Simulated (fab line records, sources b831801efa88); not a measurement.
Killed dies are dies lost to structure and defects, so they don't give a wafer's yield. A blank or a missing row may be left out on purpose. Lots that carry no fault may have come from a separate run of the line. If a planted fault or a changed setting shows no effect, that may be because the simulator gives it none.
fab line records -- flow sky130
record lots=6, wafers=18, last_day=50
route steps=708 shown SD_N@344 SD_P@359 RES_XHIGH@360 SALICIDE@361 PAD_OPEN@708
lots that met no fault: taken from a fault-free run of the same line
start_h: hours from the record's first day to the start of the lot's first wafer shown -- wait_h: hours from the lot's prior step to this one -- " unchanged from the row above -- L1.1+2: a row that stands for several wafers -- - no value present, or no start provided -- * or withheld: withheld -- < > ~ a bound
route shown NAME@n: a module of which the file shows steps, and the number in the route of the first -- usual: mean and standard deviation over wafers with no fault -- same: alike in all rows -- chamber/n: place in a boat -- sites: readings site by site -- _std_site: the standard deviation of these -- _edge_site: outer sites' mean less inner sites' -- radius_mm: how far each site lies from the wafer's centre -- mask NAME#n: copy n -- behind: the last tool/chamber to shape the wafer -- hold: what put the lot on hold/how long, in hours/how the hold closed -- device: transistor that didn't switch, given as n, p or np -- end of line: tests of these same wafers at the route's end -- a step given without rows: its recipe and nothing more -- killed: dies lost to structure and defects at the first sort, not the wafer's yield -- map: per-die view of a wafer (x killed, . not killed, _ where there is no die)
set.NAME: the setting as run; set.NAME@STEP: as run at that earlier step -- model.NAME: the simulator's own value behind a step, which no gauge read
a table for each step, a row for each wafer; lots at some steps of the route
services: when a tool's chamber went out of use (start_h, in hours from the record's first day, below 0 if earlier), for how many hours, and the reason
## steps
# step SKY_SD_N_COAT_02
# recipe resist=NOVOLAK, spin_rpm=3000, resist_thk_nm=1140
# step SKY_SD_N_SOFTBAKE_03
# recipe temp_c=90, time_s=60, resist=NOVOLAK
# step SKY_SD_N_EXPOSE_04
# recipe mask_id=NSDM, na=0.6, source_shape=conventional, sigma_outer=0.6, polarization=unpolarized, target_cd_nm=380, dose_mj=141
# step SKY_SD_N_PEB_05
# recipe temp_c=withheld, time_s=*, resist=NOVOLAK
# step SKY_SD_N_DEVELOP_06
# recipe resist=NOVOLAK, developer=TMAH, develop_time_s=60, dev_temp_c=23
# step SKY_SD_N_CD_MEAS_07
# recipe target_cd_nm=380
# usual cd_nm=380.7/1.8
lot.wafer,tool,chamber,start_h,wait_h,cd_nm
L407.1,cd_sem-01,-,658.51,0.1,380.2
L407.2,cd_sem-01,-,658.51,0.1,379.2
L407.3,cd_sem-01,-,658.51,0.1,381.4
L414.2,cd_sem-01,-,726.26,0.1,382.8
L414.4,cd_sem-01,-,726.26,0.1,381.2
L414.5,cd_sem-01,-,726.26,0.1,382.8
L417.2,cd_sem-01,-,740.08,0.1,382.2
L417.3,cd_sem-01,-,740.08,0.1,384.1
L417.4,cd_sem-01,-,740.08,0.1,381.9
L419.1,cd_sem-02,-,750.55,0.1,378.6
L419.4,cd_sem-02,-,750.55,0.1,379.6
L419.6,cd_sem-02,-,750.55,0.1,379.2
L428.1,cd_sem-01,-,818.57,0.1,379.2
L428.4,cd_sem-01,-,818.57,0.1,380.5
L428.6,cd_sem-01,-,818.57,0.1,380.5
L429.2,cd_sem-02,-,827.78,0.1,380.8
L429.3,cd_sem-02,-,827.78,0.1,381.9
L429.4,cd_sem-02,-,827.78,0.1,383.7
# step SKY_SD_N_OVL_MEAS_08
# usual SD_N_OVL=1.1/1.4
lot.wafer,tool,chamber,start_h,wait_h,SD_N_OVL[nm]
L407.1,overlay-01,-,658.63,0.1,0.2
L407.2,overlay-01,-,658.63,0.1,-0.2
L407.3,overlay-01,-,658.63,0.1,0.0
L414.2,overlay-01,-,726.36,0.1,-0.1
L414.4,overlay-01,-,726.36,0.1,2.1
L414.5,overlay-01,-,726.36,0.1,0.3
L417.2,overlay-02,-,740.19,0.1,1.7
L417.3,overlay-02,-,740.19,0.1,1.5
L417.4,overlay-02,-,740.19,0.1,0.6
L419.1,overlay-01,-,750.67,0.1,1.3
L419.4,overlay-01,-,750.67,0.1,-0.2
L419.6,overlay-01,-,750.67,0.1,2.2
L428.1,overlay-01,-,818.69,0.1,3.0
L428.4,overlay-01,-,818.69,0.1,2.0
L428.6,overlay-01,-,818.69,0.1,1.1
L429.2,overlay-01,-,827.89,0.1,0.1
L429.3,overlay-01,-,827.89,0.1,2.1
L429.4,overlay-01,-,827.89,0.1,1.4
# step SKY_SD_N_IMPLANT_09
# recipe species=As, energy_kev=50, dose_cm2=4e+15, tilt_deg=0
# step SKY_SD_N_IMPLANT_10
# recipe species=P, energy_kev=20, dose_cm2=1e+14, tilt_deg=0
# step SKY_SD_N_STRIP_11
# recipe chemistry=O2/N2, power_w=1400, pressure_mtorr=1500, platen_temp_c=withheld, o2_flow_sccm=3000, n2_flow_sccm=300, overash_fraction=0.5
# usual drypump_motor_current_A=5.8/0.63, oes_product_au=0.528/0.0048, strip_time_to_endpoint_s=22.58/0.04
lot.wafer,tool,chamber,start_h,wait_h,drypump_motor_current_A,oes_product_au,rf_hours_counter_h,strip_time_to_endpoint_s
L407.1,plasma_asher-01,0,658.97,0.1,5.4,0.521,86,22.62
L407.2,plasma_asher-01,1,658.97,0.1,5.0,0.519,86,22.63
L407.3,plasma_asher-01,0,658.97,0.1,5.4,0.523,-,22.60
L414.2,plasma_asher-03,1,726.69,0.1,5.5,0.527,27,22.63
L414.4,plasma_asher-03,0,726.69,0.1,5.0,0.535,-,22.58
L414.5,plasma_asher-03,1,726.69,0.1,5.5,0.532,-,22.64
L417.2,plasma_asher-01,1,740.82,0.2,5.0,0.529,95,22.66
L417.3,plasma_asher-01,0,740.82,0.2,5.4,0.520,-,22.65
L417.4,plasma_asher-01,1,740.82,0.2,5.0,0.530,-,22.65
L419.1,plasma_asher-04,1,751.01,0.1,6.1,0.524,61,22.61
L419.4,plasma_asher-04,1,751.01,0.1,6.1,0.530,-,22.60
L419.6,plasma_asher-04,1,751.01,0.1,6.1,0.526,-,22.62
L428.1,plasma_asher-04,0,819.02,0.1,6.7,0.527,68,22.51
L428.4,plasma_asher-04,0,819.02,0.1,6.7,0.530,-,22.57
L428.6,plasma_asher-04,0,819.02,0.1,6.6,0.526,-,22.61
L429.2,plasma_asher-01,1,828.22,0.1,5.0,0.529,104,22.50
L429.3,plasma_asher-01,0,828.22,0.1,5.4,0.534,-,22.52
L429.4,plasma_asher-01,1,828.22,0.1,5.0,0.531,-,22.49
# step SKY_SD_N_TW_MEAS_12
# usual SD_N_TW=3944/32
lot.wafer,tool,chamber,start_h,wait_h,SD_N_TW
L407.1,film_metro-02,-,659.07,0.1,3970
L407.2,film_metro-02,-,659.07,0.1,3987
L407.3,film_metro-02,-,659.07,0.1,3953
L414.2,film_metro-03,-,726.80,0.1,3918
L414.4,film_metro-03,-,726.80,0.1,3897
L414.5,film_metro-03,-,726.80,0.1,3929
L417.2,film_metro-01,-,740.93,0.1,3980
L417.3,film_metro-01,-,740.93,0.1,4006
L417.4,film_metro-01,-,740.93,0.1,3981
L419.1,film_metro-02,-,751.11,0.1,3910
L419.4,film_metro-02,-,751.11,0.1,3922
L419.6,film_metro-02,-,751.11,0.1,3931
L428.1,film_metro-03,-,819.12,0.1,3893
L428.4,film_metro-03,-,819.12,0.1,3886
L428.6,film_metro-03,-,819.12,0.1,3916
L429.2,film_metro-03,-,828.33,0.1,3935
L429.3,film_metro-03,-,828.33,0.1,3920
L429.4,film_metro-03,-,828.33,0.1,3940
# step SKY_SD_N_CLEAN_13
# recipe chemistry=SC1/SC2, mix=1:4:20, temp_c=70, time_s=150, dry=n2_spin
# step SKY_SD_N_RTA_14
# recipe temp_c=1075, time_s=2, idle_temp_c=650, ramp_up_c_per_s=150, ramp_down_c_per_s=90, ambient=N2
# usual chamber_o2_ppm=1.999/0.02, lamp_power_pct=15.74/0.052, wafer_temp_C_max=1078.2/1.2
lot.wafer,tool,chamber,start_h,wait_h,chamber_o2_ppm,lamp_power_pct,wafer_temp_C_max
L407.1,rtp_anneal-01,0,659.18,0.0,1.985,15.77,1080.0
L407.2,rtp_anneal-01,0,659.18,0.0,2.016,15.64,1077.0
L407.3,rtp_anneal-01,0,659.18,0.0,1.972,15.72,1077.9
L414.2,rtp_anneal-01,0,726.91,0.0,2.021,15.71,1079.6
L414.4,rtp_anneal-01,0,726.91,0.0,1.992,15.70,1078.0
L414.5,rtp_anneal-01,0,726.91,0.0,1.983,15.70,1078.0
L417.2,rtp_anneal-01,0,741.04,0.0,1.992,16.76,1122.5
L417.3,rtp_anneal-01,0,741.04,0.0,2.008,16.89,1120.5
L417.4,rtp_anneal-01,0,741.04,0.0,2.014,16.77,1122.2
L419.1,rtp_anneal-01,0,751.22,0.0,2.029,16.80,1120.6
L419.4,rtp_anneal-01,0,751.22,0.0,2.029,16.71,1121.1
L419.6,rtp_anneal-01,0,751.22,0.0,2.036,16.77,1121.4
L428.1,rtp_anneal-02,0,819.23,0.0,1.970,15.77,1078.3
L428.4,rtp_anneal-02,0,819.23,0.0,1.973,15.70,1077.7
L428.6,rtp_anneal-02,0,819.23,0.0,1.986,15.80,1080.9
L429.2,rtp_anneal-01,0,828.44,0.0,2.010,15.76,1076.5
L429.3,rtp_anneal-01,0,828.44,0.0,1.978,15.79,1077.5
L429.4,rtp_anneal-01,0,828.44,0.0,2.023,15.75,1077.5
# step SKY_SD_N_RS_MEAS_16
# recipe thk_meas_gauge=four-point-probe
# usual SD_N_RS=68.59/0.12
lot.wafer,tool,chamber,start_h,wait_h,SD_N_RS[ohm/sq]
L407.1,film_metro-02,-,659.35,0.1,68.64
L407.2,film_metro-02,-,659.35,0.1,68.61
L407.3,film_metro-02,-,659.35,0.1,68.60
L414.2,film_metro-01,-,727.09,0.1,68.51
L414.4,film_metro-01,-,727.09,0.1,68.36
L414.5,film_metro-01,-,727.09,0.1,68.53
L417.2,film_metro-02,-,741.22,0.1,60.56
L417.3,film_metro-02,-,741.22,0.1,60.57
L417.4,film_metro-02,-,741.22,0.1,60.65
L419.1,film_metro-01,-,751.39,0.1,60.43
L419.4,film_metro-01,-,751.39,0.1,60.43
L419.6,film_metro-01,-,751.39,0.1,60.39
L428.1,film_metro-01,-,819.41,0.1,68.49
L428.4,film_metro-01,-,819.41,0.1,68.66
L428.6,film_metro-01,-,819.41,0.1,68.42
L429.2,film_metro-02,-,828.62,0.1,68.76
L429.3,film_metro-02,-,828.62,0.1,68.59
L429.4,film_metro-02,-,828.62,0.1,68.66
# step SKY_SD_N_RS_MEAS_17
# recipe thk_meas_gauge=four-point-probe
# usual SD_P_RS=147.1/0.33
lot.wafer,tool,chamber,start_h,wait_h,SD_P_RS[ohm/sq]
L407.1,film_metro-02,-,659.47,0.1,147.6
L407.2,film_metro-02,-,659.47,0.1,147.6
L407.3,film_metro-02,-,659.47,0.1,147.6
L414.2,film_metro-01,-,727.21,0.1,146.9
L414.4,film_metro-01,-,727.21,0.1,146.7
L414.5,film_metro-01,-,727.21,0.1,146.8
L417.2,film_metro-02,-,741.34,0.1,108.2
L417.3,film_metro-02,-,741.34,0.1,107.9
L417.4,film_metro-02,-,741.34,0.1,108.0
L419.1,film_metro-01,-,751.51,0.1,108.0
L419.4,film_metro-01,-,751.51,0.1,107.9
L419.6,film_metro-01,-,751.51,0.1,108.2
L428.1,film_metro-01,-,819.53,0.1,146.4
L428.4,film_metro-01,-,819.53,0.1,146.7
L428.6,film_metro-01,-,819.53,0.1,147.0
L429.2,film_metro-02,-,828.74,0.1,147.8
L429.3,film_metro-02,-,828.74,0.1,147.5
L429.4,film_metro-02,-,828.74,0.1,147.4
# step SKY_SD_N_RS_MEAS_18
# recipe thk_meas_gauge=four-point-probe
# usual RES_XHIGH_RS=333.4/1.1
lot.wafer,tool,chamber,start_h,wait_h,RES_XHIGH_RS[ohm/sq]
L407.1,film_metro-02,-,659.59,0.1,332.8
L407.2,film_metro-02,-,659.59,0.1,332.6
L407.3,film_metro-02,-,659.59,0.1,332.0
L414.2,film_metro-01,-,727.33,0.1,334.8
L414.4,film_metro-01,-,727.33,0.1,334.0
L414.5,film_metro-01,-,727.33,0.1,334.0
L417.2,film_metro-02,-,741.46,0.1,330.0
L417.3,film_metro-02,-,741.46,0.1,329.8
L417.4,film_metro-02,-,741.46,0.1,331.2
L419.1,film_metro-01,-,751.63,0.1,330.7
L419.4,film_metro-01,-,751.63,0.1,330.1
L419.6,film_metro-01,-,751.63,0.1,331.0
L428.1,film_metro-01,-,819.65,0.1,333.7
L428.4,film_metro-01,-,819.65,0.1,334.8
L428.6,film_metro-01,-,819.65,0.1,333.9
L429.2,film_metro-02,-,828.86,0.1,335.5
L429.3,film_metro-02,-,828.86,0.1,335.8
L429.4,film_metro-02,-,828.86,0.1,336.7
# step SKY_SALICIDE_CLEAN_00
# recipe chemistry=HF-last, time_s=30, dilution=100:1, dry=ipa_marangoni
# step SKY_PAD_OPEN_PROBE_99
# usual killed_at_M0_to_M3=44/7.9, killed_at_M4_up=3.1/2, killed_at_contacts=23/4.9, killed_at_front_end=15/3.9, killed_at_other=0.2/0.49, killed_dies=86/10, killed_on_rim=17/3.9, killed_open=47/7.1, killed_short=39/7.1
# same gross_dies=492, killed_at_back_side=0
lot.wafer,tool,chamber,start_h,wait_h,killed_at_M0_to_M3,killed_at_M4_up,killed_at_contacts,killed_at_front_end,killed_at_other,killed_dies,killed_on_rim,killed_open,killed_short,model.etest.res_xhigh_po.line_ohm_um,model.etest.res_xhigh_po.rs_ohm_sq,model.etest.pfet_01v8.r_on_ohm_um,model.etest.res_pdiff.line_ohm_um,model.etest.pfet_g5v0d10v5.r_on_ohm_um,model.etest.res_high_po.line_ohm_um,model.etest.licon_high_po.rc_ohm,model.etest.res_ndiff.line_ohm_um
L407.1,prober-01,-,1082.48,0.1,46,2,28,18,2,96,20,53,41,5718,1974,2889,1332,4786,751.7,348,739.1
L407.2,prober-01,-,1082.53,0.1,54,7,18,20,0,99,16,51,48,5868,2060,2847,1372,4830,765.1,362.1,784.5
L407.3,prober-01,-,1082.58,0.2,50,3,24,19,0,96,19,57,38,5568,1986,2979,1340,4775,735.1,351.8,755.7
L414.2,prober-01,-,1135.06,0.1,31,5,29,11,0,76,16,43,33,5643,2015,2929,1356,4717,755.7,354.3,770.2
L414.4,prober-01,-,1135.16,0.2,47,1,20,18,0,86,17,43,43,5797,1985,2820,1344,4578,744.4,346,759.8
L414.5,prober-01,-,1135.21,0.2,36,1,40,21,0,98,22,59,39,5891,2065,2959,1351,4666,751.2,360.8,754.9
L417.2,prober-01,-,1142.87,0.1,35,2,29,10,0,76,12,48,27,3897,1379,2530,1006,4643,551.4,221.6,654.8
L417.3,prober-01,-,1142.92,0.2,34,2,28,17,2,83,20,45,38,3926,1355,2488,1036,4677,556.9,221.8,654.8
L417.4,prober-01,-,1142.97,0.2,38,5,13,22,1,79,12,40,37,3880,1349,2405,1025,4592,558.7,226.7,646.4
L419.1,prober-01,-,1149.81,0.1,57,4,34,17,1,113,25,58,54,3949,1361,2431,1065,4525,573,221.7,678.2
L419.4,prober-01,-,1149.96,0.2,42,5,20,20,0,87,16,55,32,3885,1378,2434,1026,4590,562.2,223.1,669.4
L419.6,prober-01,-,1150.06,0.2,47,1,29,17,0,94,17,55,39,4027,1381,2380,1064,4533,578.3,225,677.9
L428.1,prober-02,-,1195.55,0.1,47,6,18,19,0,90,19,52,38,5646,2002,2895,1387,4695,721.8,348.9,776.4
L428.4,prober-02,-,1195.70,0.2,36,2,27,14,1,80,18,44,36,5689,1965,2810,1379,4732,737,352.7,784.9
L428.6,prober-02,-,1195.80,0.2,47,5,20,16,0,88,21,51,37,5324,1868,2823,1396,4725,722.5,334.8,790.1
L429.2,prober-01,-,1199.57,0.1,40,0,22,13,0,75,10,46,28,5762,2016,2947,1392,4792,734.6,361.3,765.6
L429.3,prober-01,-,1199.62,0.2,38,3,18,11,0,70,14,43,27,5974,2050,2873,1395,4822,762.5,347.5,763
L429.4,prober-01,-,1199.67,0.2,40,1,17,14,0,72,17,39,33,6026,2116,2967,1352,4765,750.1,364.8,737.9
# killed by level:class
L407.1 VIA1:geometric_particle:open=10 VIA2:geometric_particle:open=10 LI_CONTACT:geometric_particle:open=8 CONTACT:geometric_particle:open=8 VIA3:geometric_particle:open=7 CONTACT:geometric_particle:short=6 METAL1:geometric_particle:short=6 FIELD_ISO:geometric_particle:short=5
L407.2 VIA1:geometric_particle:open=15 VIA3:geometric_particle:open=10 FIELD_ISO:geometric_particle:open=9 METAL1:geometric_particle:short=8 CONTACT:geometric_particle:open=7 VIA1:geometric_particle:short=6 LOCAL_INTERCONNECT:geometric_particle:short=5 METAL4:geometric_particle:short=5
L407.3 VIA1:geometric_particle:open=11 VIA3:geometric_particle:open=9 CONTACT:geometric_particle:open=7 VIA2:geometric_particle:open=7 CONTACT:geometric_particle:short=6 VIA1:geometric_particle:short=6 FIELD_ISO:geometric_particle:short=5 POLY_GATE:geometric_particle:open=5
L414.2 CONTACT:geometric_particle:open=14 VIA1:geometric_particle:open=7 LOCAL_INTERCONNECT:geometric_particle:short=6 VIA3:geometric_particle:open=6 VIA2:geometric_particle:open=5 FIELD_ISO:geometric_particle:short=5 LI_CONTACT:geometric_particle:open=5 VIA1:geometric_particle:short=5
L414.4 VIA3:geometric_particle:open=9 CONTACT:geometric_particle:open=8 VIA1:geometric_particle:short=7 FIELD_ISO:geometric_particle:open=6 METAL3:geometric_particle:short=6 VIA1:geometric_particle:open=6 FIELD_ISO:geometric_particle:short=5 METAL2:geometric_particle:short=5
L414.5 CONTACT:geometric_particle:open=20 VIA1:geometric_particle:open=11 FIELD_ISO:geometric_particle:short=8 LI_CONTACT:geometric_particle:open=6 LOCAL_INTERCONNECT:geometric_particle:short=6 VIA2:geometric_particle:open=5 VIA3:geometric_particle:open=5 FIELD_ISO:geometric_particle:open=4
L417.2 CONTACT:geometric_particle:open=14 VIA2:geometric_particle:open=9 VIA1:geometric_particle:open=8 VIA3:geometric_particle:open=6 FIELD_ISO:geometric_particle:open=5 LI_CONTACT:geometric_particle:open=5 CONTACT:geometric_particle:short=5 LOCAL_INTERCONNECT:geometric_particle:short=3
L417.3 VIA1:geometric_particle:open=10 LI_CONTACT:geometric_particle:open=7 CONTACT:geometric_particle:open=7 LI_CONTACT:geometric_particle:short=6 FIELD_ISO:geometric_particle:open=5 LOCAL_INTERCONNECT:geometric_particle:short=5 VIA2:geometric_particle:short=5 VIA2:geometric_particle:open=4
L417.4 VIA1:geometric_particle:open=9 FIELD_ISO:geometric_particle:open=7 FIELD_ISO:geometric_particle:short=6 VIA2:geometric_particle:open=6 LI_CONTACT:geometric_particle:open=5 METAL1:geometric_particle:short=5 METAL4:geometric_particle:short=5 CONTACT:geometric_particle:open=4
L419.1 VIA1:geometric_particle:open=13 VIA2:geometric_particle:open=10 LI_CONTACT:geometric_particle:open=9 CONTACT:geometric_particle:open=9 LOCAL_INTERCONNECT:geometric_particle:short=6 LI_CONTACT:geometric_particle:short=6 VIA2:geometric_particle:short=6 METAL2:geometric_particle:short=6
L419.4 VIA1:geometric_particle:open=15 CONTACT:geometric_particle:open=7 LI_CONTACT:geometric_particle:open=6 CONTACT:geometric_particle:short=6 VIA2:geometric_particle:open=6 FIELD_ISO:geometric_particle:short=5 POLY_GATE:geometric_particle:short=4 METAL2:geometric_particle:short=4
L419.6 VIA1:geometric_particle:open=16 CONTACT:geometric_particle:open=15 FIELD_ISO:geometric_particle:short=7 LI_CONTACT:geometric_particle:open=7 VIA1:geometric_particle:short=6 VIA2:geometric_particle:open=5 METAL1:geometric_particle:short=5 VIA3:geometric_particle:open=5
L428.1 VIA3:geometric_particle:open=10 VIA1:geometric_particle:open=9 VIA2:geometric_particle:open=7 VIA1:geometric_particle:short=6 METAL3:geometric_particle:open=6 FIELD_ISO:geometric_particle:open=5 LOCAL_INTERCONNECT:geometric_particle:short=5 CONTACT:geometric_particle:short=5
L428.4 CONTACT:geometric_particle:open=12 VIA1:geometric_particle:open=7 METAL1:geometric_particle:short=6 FIELD_ISO:geometric_particle:open=5 CONTACT:geometric_particle:short=5 METAL3:geometric_particle:short=5 METAL2:geometric_particle:short=5 VIA2:geometric_particle:open=5
L428.6 FIELD_ISO:geometric_particle:open=10 VIA1:geometric_particle:open=9 VIA2:geometric_particle:open=8 LI_CONTACT:geometric_particle:open=7 VIA3:geometric_particle:open=7 METAL2:geometric_particle:short=6 METAL3:geometric_particle:short=6 CONTACT:geometric_particle:open=5
L429.2 VIA1:geometric_particle:open=14 CONTACT:geometric_particle:open=7 LOCAL_INTERCONNECT:geometric_particle:short=6 LI_CONTACT:geometric_particle:open=5 VIA3:geometric_particle:open=5 FIELD_ISO:geometric_particle:open=4 VIA2:geometric_particle:open=4 POLY_GATE:geometric_particle:short=3
L429.3 VIA1:geometric_particle:open=9 CONTACT:geometric_particle:open=7 METAL1:geometric_particle:short=6 METAL1:geometric_particle:open=6 VIA1:geometric_particle:short=5 LI_CONTACT:geometric_particle:open=4 VIA2:geometric_particle:open=4 FIELD_ISO:geometric_particle:open=3
L429.4 VIA1:geometric_particle:open=10 LI_CONTACT:geometric_particle:open=7 METAL1:geometric_particle:short=5 VIA3:geometric_particle:open=5 VIA2:geometric_particle:open=5 FIELD_ISO:geometric_particle:open=4 POLY_GATE:geometric_particle:short=4 VIA2:geometric_particle:short=4
## services
tool,chamber,start_h,hours,kind
plasma_asher-03,-,673.77,28.1,pm
rtp_anneal-01,-,709.40,5.5,pm
rtp_anneal-01,-,778.33,1.5,pm
plasma_asher-01,-,820.31,2.0,repair
## key
first_sign step=SKY_SD_N_RTA_14, reading=wafer_temp_C_max, direction=up, sigmas=35, usual=*, struck=*
effect step=SKY_SD_N_RTA_14, reading=lamp_power_pct, direction=up, sigmas=20, usual=15.74, struck=16.78
effect step=SKY_SD_N_RS_MEAS_16, reading=SD_N_RS, direction=down, sigmas=67, usual=68.59, struck=60.51
effect step=SKY_SD_N_RS_MEAS_17, reading=SD_P_RS, direction=down, sigmas=99+, usual=147.1, struck=108.0
effect step=SKY_SD_N_RS_MEAS_18, reading=RES_XHIGH_RS, direction=down, sigmas=2.7, usual=333.4, struck=330.5
model_effect step=SKY_PAD_OPEN_PROBE_99, value=etest.res_xhigh_po.line_ohm_um, without=5553, struck=3927
met_at SKY_SD_N_RTA_14
struck_wafers L417.2,L417.3,L417.4,L419.1,L419.4,L419.6
tester_left_out L417,L419
onset_between 726.91 741.04
fault kind=process_parameter_drift, tool=rtp_anneal-01, chamber=-, onset_h=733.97, steps=SKY_SD_N_RTA_14, channel=temp_c, offset=*, shape=step, end_h=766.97, acts_in=*, stated=*
# tester_left_out: of these lots the tester's yield and bins aren't shown, on N5 and GAA mostly nor the transistor test; their killed dies are dies lost to structure and defects alone, not to doping, threshold or leakage, so they don't give the yield
